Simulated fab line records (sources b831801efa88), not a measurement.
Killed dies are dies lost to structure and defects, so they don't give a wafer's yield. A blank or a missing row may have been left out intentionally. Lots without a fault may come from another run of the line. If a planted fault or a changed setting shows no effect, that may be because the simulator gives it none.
fab line records	flow sky130
[record] lots = 5	wafers = 15	last-day = 48
route steps=708 shown FIELD_ISO@17 NWELL@32 DNWELL@35 PWDE@45 SALICIDE@361 PAD_OPEN@708
lots that met no fault: from a run of the same line without faults
start-h: hours from the record's opening day to when the first of the lot's shown wafers began	wait-h: hours from the lot's prior step to this one	" the same as in the row above	L1.1+2: a single row standing in for several wafers	- no value present, or no start provided	* or withheld: withheld	< > ~ a bound
route shown NAME@n: names a module that has steps shown in the file, with the first one's number in the route	usual: average and standard deviation across the fault-free wafers	same: alike in all rows	chamber/n: place in a boat	sites: each site's reading	_std_site: standard deviation across them	_edge_site: outer sites' mean less inner sites'	radius-mm: for every site, how far away it sits from the centre of the wafer	mask NAME#n: copy n	behind: the most recent tool/chamber to have shaped the wafer	hold: cause of the lot's hold/its duration in hours/its outcome	device: the transistor (n, p or np) that didn't switch	end of line: the route-end tests of the same wafers	a step without rows: its recipe alone	killed: dies lost to structure and defects at the first sort, not the wafer's yield	map: a wafer's dies, marking killed ones x, the rest . and places with no die _
set.NAME: the setting that was run; set.NAME@STEP: the one run at that earlier step	model.NAME: the simulator's own value behind a step, which no gauge read
lots at selected steps of the route; one table per step, one row per wafer
services: when a tool's chamber went out of use (start-h, in hours from the record's first day, below 0 if earlier), for how many hours, and the reason
[[steps]]
[step SKY_FIELD_ISO_STRIP_16]
[recipe] chemistry = O2/N2	power-w = 1400	pressure-mtorr = 1500	platen-temp-c = withheld	o2-flow-sccm = 3000	n2-flow-sccm = 300	overash-fraction = 0.5
[step SKY_FIELD_ISO_ETCH_17]
[recipe] target-depth-a = 3420	mask-material = Si3N4	chemistry = HBr/Cl2/O2	target = Si	taper-deg = 5	icp-w = 600	bias-w = 150	pressure-mtorr = 15	HBr_flow_sccm = 150	Cl2_flow_sccm = 40	O2_flow_sccm = 6	time-s = 97.7
[step SKY_FIELD_ISO_WET_ETCH_18]
[recipe] chemistry = H3PO4	target-depth-nm = 25	temp-c = 160	target = Si3N4	time-s = 286
[step SKY_FIELD_ISO_CLEAN_19]
[recipe] chemistry = SC1/SC2	mix = 1:4:20	temp-c = 70	time-s = 150
[step SKY_FIELD_ISO_CLEAN_20]
[recipe] chemistry = dHF	time-s = 20	dilution = 100:1
[step SKY_FIELD_ISO_WET_ETCH_21]
[recipe] chemistry = dHF	dilution = 100:1	target-depth-nm = 20	dry = ipa-marangoni	target = SiO2	temp-c = 25	time-s = 400
[step SKY_FIELD_ISO_OXIDATION_22]
[recipe] temp-c = 950	ambient = O2	stabilise-s = 600	purge-s = 300	target-thk-a = 100	ox-time-s = 623
[step SKY_FIELD_ISO_CVD_24]
[recipe] material = SiO2	target-thk-nm = 595	temp-c = 650	sigma-open-frac = 0.3	time-s = 99.2	sih4-flow-sccm = 60	pressure-mtorr = 6
[step SKY_FIELD_ISO_ANNEAL_26]
[recipe] temp-c = 1000	time-s = 1800	ambient = N2
[step SKY_FIELD_ISO_CMP_27]
[recipe] stop-on = Si3N4	t-overpolish-s = 16	down-force-psi = 4	platen-rpm = 60	target-thk-nm = 457.8	pad-velocity-m-s = 0.94248
[step SKY_FIELD_ISO_WET_ETCH_28]
[recipe] chemistry = dHF	target-depth-nm = 23.7	target = SiO2	dilution = 10:1	temp-c = 25	time-s = 47
[usual] run-length-s = 74.4/2.9
lot.wafer	tool	chamber	start-h	wait-h	run-length-s	model.SiO2_of_FIELD_ISO_CVD_24.thk-nm	model.Si3N4_of_FIELD_ISO_CVD_03.thk-nm
L764.2	wet-bench-01	0	61.61	0.1	74.0	436.3	118.6
L764.5	"	0	"	"	74.0	433.4	117.2
L764.6	"	0	"	"	74.0	435	118.2
L766.1	wet-bench-01	3	74.20	0.2	134.1	402	116.8
L766.2	"	3	"	"	134.1	403.1	117.1
L766.4	"	3	"	"	134.1	405.7	117.5
L767.2	wet-bench-01	3	74.20	0.1	135.1	401.2	120.5
L767.4	"	3	"	"	135.1	401.6	120.9
L767.6	"	3	"	"	135.1	403	119.7
L768.3	wet-bench-04	3	79.37	0.1	78.1	434.8	123.4
L768.5	"	3	"	"	78.1	433	120.6
L768.6	"	3	"	"	78.1	436.5	119.6
L769.1	wet-bench-01	1	87.08	0.1	133.1	400.7	118.3
L769.5	"	1	"	"	133.1	401.9	118.5
L769.6	"	1	"	"	133.1	401.8	118.7
[step SKY_FIELD_ISO_WET_ETCH_29]
[recipe] chemistry = H3PO4	target-depth-nm = 160	target = Si3N4	temp-c = 160	time-s = 1825
[step SKY_FIELD_ISO_WET_ETCH_30]
[recipe] chemistry = dHF	target-depth-nm = 25	target = SiO2	dilution = 10:1	temp-c = 25	time-s = 50
[step SKY_NWELL_CLEAN_00]
[recipe] chemistry = SC1/SC2	mix = 1:4:20	temp-c = 70	time-s = 150	dry = n2-spin
[step SKY_NWELL_OXIDATION_01]
[recipe] temp-c = 900	ambient = O2	stabilise-s = 600	purge-s = 300	target-thk-a = 100	ox-time-s = 1418
[step SKY_DNWELL_DEHYDRATE_00]
[recipe] temp-c = 200	time-s = 60
[step SKY_DNWELL_HMDS_01]
[recipe] prime-time-s = 60	prime-temp-c = 120
[step SKY_DNWELL_COAT_02]
[recipe] spin-rpm = 2000	resist-thk-nm = 3000
[step SKY_DNWELL_SOFTBAKE_03]
[recipe] temp-c = 110	time-s = withheld
[step SKY_DNWELL_EXPOSE_04]
[recipe] mask-id = DNM	na = 0.57	target-cd-nm = 3000	dose-mj = 222
[step SKY_DNWELL_PEB_05]
[recipe] temp-c = 115	time-s = withheld
[step SKY_DNWELL_DEVELOP_06]
[recipe] wall-angle-deg = 90	developer = TMAH	develop-time-s = 60	dev-temp-c = 23
[step SKY_DNWELL_IMPLANT_07]
[recipe] species = P	energy-kev = withheld	dose-cm2 = withheld	tilt-deg = withheld
[step SKY_DNWELL_STRIP_08]
[recipe] chemistry = O2/N2	power-w = 1400	pressure-mtorr = 1500	platen-temp-c = withheld	o2-flow-sccm = 3000	n2-flow-sccm = 300	overash-fraction = 0.5
[step SKY_PWDE_DEHYDRATE_00]
[recipe] temp-c = 200	time-s = 60
[step SKY_PWDE_HMDS_01]
[recipe] prime-time-s = 60	prime-temp-c = 120
[step SKY_PWDE_COAT_02]
[recipe] spin-rpm = 2000	resist-thk-nm = 3000
[step SKY_PWDE_SOFTBAKE_03]
[recipe] temp-c = 110	time-s = withheld
[step SKY_PWDE_EXPOSE_04]
[recipe] mask-id = PWDEM	na = 0.6	source-shape = conventional	sigma-outer = 0.6	polarization = unpolarized	target-cd-nm = 840	dose-mj = 214
[step SKY_PWDE_PEB_05]
[recipe] temp-c = 115	time-s = withheld
[step SKY_PWDE_DEVELOP_06]
[recipe] wall-angle-deg = 90	developer = TMAH	develop-time-s = 60	dev-temp-c = 23
[step SKY_PWDE_IMPLANT_08]
[recipe] species = B	energy-kev = 150	dose-cm2 = 3.6e+12	tilt-deg = withheld
[step SKY_PWDE_STRIP_09]
[recipe] chemistry = O2/N2	power-w = 1400	pressure-mtorr = 1500	platen-temp-c = withheld	o2-flow-sccm = 3000	n2-flow-sccm = 300	overash-fraction = 0.5
[step SKY_NWELL_DEHYDRATE_03]
[recipe] temp-c = 200	time-s = 60
[step SKY_NWELL_HMDS_04]
[recipe] prime-time-s = 60	prime-temp-c = 120
[step SKY_NWELL_COAT_05]
[recipe] spin-rpm = 2000	resist-thk-nm = 3000
[step SKY_SALICIDE_CLEAN_00]
[recipe] chemistry = HF-last	time-s = 30	dilution = 100:1	dry = ipa-marangoni
lot.wafer	tool	chamber	start-h	wait-h	model.SiO2_of_FIELD_ISO_CVD_24.thk-nm
L764.2	wet-bench-03	3	693.13	0.1	361.3
L764.5	"	3	"	"	358.2
L764.6	"	3	"	"	359.8
L766.1	wet-bench-03	2	712.91	0.2	326.5
L766.2	"	2	"	"	327.4
L766.4	"	2	"	"	330.1
L767.2	wet-bench-02	3	713.85	0.1	325.9
L767.4	"	3	"	"	326.3
L767.6	"	3	"	"	327.9
L768.3	wet-bench-03	0	720.77	0.1	359.5
L768.5	"	0	"	"	357.6
L768.6	"	0	"	"	361.1
L769.1	wet-bench-02	2	740.03	0.1	325.8
L769.5	"	2	"	"	326.8
L769.6	"	2	"	"	326.7
[step SKY_PAD_OPEN_PROBE_99]
[usual] killed_at_M0_to_M3 = 41/6.2	killed_at_M4_up = 3.0/1.7	killed-at-contacts = 25/5.8	killed-at-front-end = 16/4.5	killed-at-other = 0.2/0.42	killed-dies = 85/8.4	killed-open = 46/5.9	killed-short = 39/6.3
[same] gross-dies = 492	killed-at-back-side = 0
lot.wafer	tool	chamber	start-h	wait-h	killed_at_M0_to_M3	killed_at_M4_up	killed-at-contacts	killed-at-front-end	killed-at-other	killed-dies	killed-open	killed-short	model.etest.res_p_drift_20v.line-ohm-um	model.etest.res_p_drift_20v.rs-ohm-sq	model.etest.pfet_16v.r-on-ohm-um	model.etest.res-iso-pwell.rs-ohm-sq	model.etest.res-iso-pwell.line-ohm-um	model.etest.res-nwell.line-ohm-um	model.etest.res-nwell.rs-ohm-sq	model.etest.cap-li-to-poly.c-af-um2
L764.2	prober-01	-	1111.35	0.1	35	2	29	26	0	92	51	41	1.232e+04	1.01e+04	1.541e+04	3460	1303	1086	918.5	98.9
L764.5	prober-01	-	1111.50	0.2	54	6	20	10	0	90	48	42	1.129e+04	9318	1.472e+04	3137	1190	1052	884.3	96.54
L764.6	prober-01	-	1111.55	0.2	39	3	27	18	0	87	50	37	1.103e+04	8985	1.448e+04	3008	1126	1059	871.4	97.77
L766.1	prober-01	-	1126.39	0.1	42	3	36	16	0	97	59	35	9359	7852	1.46e+04	2463	920.3	1089	894.5	94.55
L766.2	prober-01	-	1126.44	0.1	43	1	23	9	0	76	33	43	9426	7951	1.479e+04	2458	932.4	1116	901.6	91.76
L766.4	prober-01	-	1126.54	0.2	41	3	24	13	0	81	42	37	9524	8084	1.497e+04	2530	943.2	1097	916.4	91.94
L767.2	prober-02	-	1127.92	0.1	36	3	16	14	0	69	37	32	9870	8164	1.445e+04	2255	845.2	1045	845.3	88.62
L767.4	prober-02	-	1128.02	0.2	35	5	25	15	0	80	52	28	9592	8018	1.442e+04	2211	836	1042	845.3	91.51
L767.6	prober-02	-	1128.12	0.2	28	2	23	18	1	72	37	35	9610	8065	1.445e+04	2248	836.4	1033	841.4	93.84
L768.3	prober-01	-	1131.75	0.2	42	3	22	19	1	87	41	46	1.244e+04	1.047e+04	1.543e+04	2897	1089	1179	982.8	98.69
L768.5	prober-01	-	1131.85	0.2	44	4	13	10	0	71	38	32	1.231e+04	1.032e+04	1.531e+04	2848	1070	1173	977.2	100.8
L768.6	prober-01	-	1131.90	0.2	45	2	39	11	0	97	51	45	1.23e+04	1.018e+04	1.52e+04	2840	1071	1183	972.6	97.22
L769.1	prober-02	-	1142.77	0.1	37	2	24	11	0	74	43	31	9686	7973	1.462e+04	2688	1008	1050	869.3	95.29
L769.5	prober-02	-	1142.97	0.2	54	3	16	11	1	85	50	35	9392	7799	1.458e+04	2588	1002	1028	849.9	92.05
L769.6	prober-02	-	1143.02	0.2	46	2	22	17	0	87	42	45	9292	7794	1.46e+04	2580	989.2	1033	854.9	93.62
// killed by level:class
L764.2 VIA1:geometric-particle:open=10 CONTACT:geometric-particle:open=9 FIELD_ISO:geometric-particle:short=6 SPACER:geometric-particle:open=6 CONTACT:geometric-particle:short=6 VIA2:geometric-particle:open=6 FIELD_ISO:geometric-particle:open=5 LI_CONTACT:geometric-particle:open=5
L764.5 CONTACT:geometric-particle:open=11 VIA1:geometric-particle:open=10 VIA2:geometric-particle:open=7 VIA3:geometric-particle:open=7 VIA3:geometric-particle:short=6 CONTACT:geometric-particle:short=5 VIA1:geometric-particle:short=5 POLY_GATE:geometric-particle:short=4
L764.6 VIA1:geometric-particle:open=10 VIA2:geometric-particle:open=8 CONTACT:geometric-particle:open=7 LI_CONTACT:geometric-particle:open=7 FIELD_ISO:geometric-particle:open=6 POLY_GATE:geometric-particle:short=5 LOCAL_INTERCONNECT:geometric-particle:short=5 VIA3:geometric-particle:open=5
L766.1 CONTACT:geometric-particle:open=17 VIA1:geometric-particle:open=8 LI_CONTACT:geometric-particle:open=8 VIA2:geometric-particle:open=8 VIA1:geometric-particle:short=6 VIA3:geometric-particle:open=6 POLY_GATE:geometric-particle:open=5 CONTACT:geometric-particle:short=5
L766.2 METAL2:geometric-particle:short=11 METAL1:geometric-particle:short=8 VIA1:geometric-particle:open=7 LI_CONTACT:geometric-particle:open=5 CONTACT:geometric-particle:open=5 VIA3:geometric-particle:open=5 CONTACT:geometric-particle:short=4 VIA1:geometric-particle:short=4
L766.4 CONTACT:geometric-particle:open=9 VIA1:geometric-particle:open=9 LI_CONTACT:geometric-particle:open=8 METAL1:geometric-particle:short=8 METAL2:geometric-particle:short=7 POLY_GATE:geometric-particle:open=5 VIA2:geometric-particle:open=5 LI_CONTACT:geometric-particle:short=4
L767.2 VIA1:geometric-particle:open=11 FIELD_ISO:geometric-particle:short=5 FIELD_ISO:geometric-particle:open=4 CONTACT:geometric-particle:short=4 VIA2:geometric-particle:open=4 LI_CONTACT:geometric-particle:open=4 VIA3:geometric-particle:open=4 LOCAL_INTERCONNECT:geometric-particle:short=3
L767.4 VIA1:geometric-particle:open=9 CONTACT:geometric-particle:short=7 CONTACT:geometric-particle:open=7 VIA2:geometric-particle:open=7 FIELD_ISO:geometric-particle:open=6 LI_CONTACT:geometric-particle:open=5 VIA3:geometric-particle:open=5 POLY_GATE:geometric-particle:open=3
L767.6 CONTACT:geometric-particle:open=11 VIA2:geometric-particle:open=6 FIELD_ISO:geometric-particle:short=5 POLY_GATE:geometric-particle:short=5 METAL1:geometric-particle:short=5 FIELD_ISO:geometric-particle:open=4 LOCAL_INTERCONNECT:geometric-particle:short=4 METAL2:geometric-particle:short=4
L768.3 VIA1:geometric-particle:open=12 CONTACT:geometric-particle:open=7 VIA2:geometric-particle:open=6 FIELD_ISO:geometric-particle:open=5 POLY_GATE:geometric-particle:short=5 LOCAL_INTERCONNECT:geometric-particle:short=5 METAL2:geometric-particle:short=5 VIA1:geometric-particle:short=5
L768.5 VIA1:geometric-particle:open=17 METAL2:geometric-particle:short=7 CONTACT:geometric-particle:short=6 POLY_GATE:geometric-particle:open=4 CONTACT:geometric-particle:open=4 VIA1:geometric-particle:short=4 FIELD_ISO:geometric-particle:short=3 VIA2:geometric-particle:open=3
L768.6 CONTACT:geometric-particle:open=15 LI_CONTACT:geometric-particle:open=12 VIA1:geometric-particle:open=10 VIA1:geometric-particle:short=6 CONTACT:geometric-particle:short=6 METAL1:geometric-particle:short=5 VIA2:geometric-particle:short=5 POLY_GATE:geometric-particle:open=4
L769.1 VIA1:geometric-particle:open=9 VIA3:geometric-particle:open=8 LI_CONTACT:geometric-particle:open=7 CONTACT:geometric-particle:open=7 CONTACT:geometric-particle:short=6 METAL1:geometric-particle:short=3 VIA1:geometric-particle:short=3 VIA2:geometric-particle:open=3
L769.5 VIA3:geometric-particle:open=15 VIA1:geometric-particle:open=11 CONTACT:geometric-particle:open=8 VIA2:geometric-particle:open=8 METAL2:geometric-particle:short=5 METAL3:geometric-particle:short=4 POLY_GATE:geometric-particle:short=3 LOCAL_INTERCONNECT:geometric-particle:short=3
L769.6 CONTACT:geometric-particle:open=11 VIA1:geometric-particle:open=9 METAL1:geometric-particle:short=6 VIA2:geometric-particle:open=6 POLY_GATE:geometric-particle:short=5 CONTACT:geometric-particle:short=5 VIA2:geometric-particle:short=5 VIA3:geometric-particle:open=5
[[services]]
tool	chamber	start-h	hours	kind
wet-bench-03	-	89.92	1.7	repair
wet-bench-02	-	98.98	3.6	repair
wet-bench-01	-	209.84	1.8	repair
wet-bench-02	-	272.64	1.9	pm
wet-bench-01	-	351.86	3.1	repair
wet-bench-03	-	415.58	67.6	pm
wet-bench-02	-	638.86	1.1	repair
wet-bench-03	-	666.24	4.5	repair
[[key]]
[first-sign] step = SKY_FIELD_ISO_WET_ETCH_28	reading = run-length-s	direction = up	sigmas = 21	usual = *	struck = *
effect none on later readings
[model-effect] step = SKY_FIELD_ISO_WET_ETCH_28	value = SiO2_of_FIELD_ISO_CVD_24.thk-nm	without = 433.1	struck = 402.3
[model-effect] step = SKY_SALICIDE_CLEAN_00	value = SiO2_of_FIELD_ISO_CVD_24.thk-nm	without = 357.8	struck = 327
[model-effect] step = SKY_PAD_OPEN_PROBE_99	value = etest.res_p_drift_20v.line-ohm-um	without = 1.105e+04	struck = 9528
met-at SKY_FIELD_ISO_WET_ETCH_28
struck-wafers L766.1,L766.2,L766.4,L767.2,L767.4,L767.6,L769.1,L769.5,L769.6
tester-left-out L766,L767,L769
onset-between 61.61 74.20
[fault] kind = process-parameter-drift	tool = wet-bench-01	chamber = -	onset-h = 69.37	steps = SKY_FIELD_ISO_WET_ETCH_28	channel = time-s	offset = *	shape = step	end-h = 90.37	acts-in = *	stated = *
// tester-left-out: of these lots the tester's yield and bins aren't shown, on N5 and GAA mostly nor the transistor test; their killed dies are dies lost to structure and defects alone, not to doping, threshold or leakage, so they don't give the yield
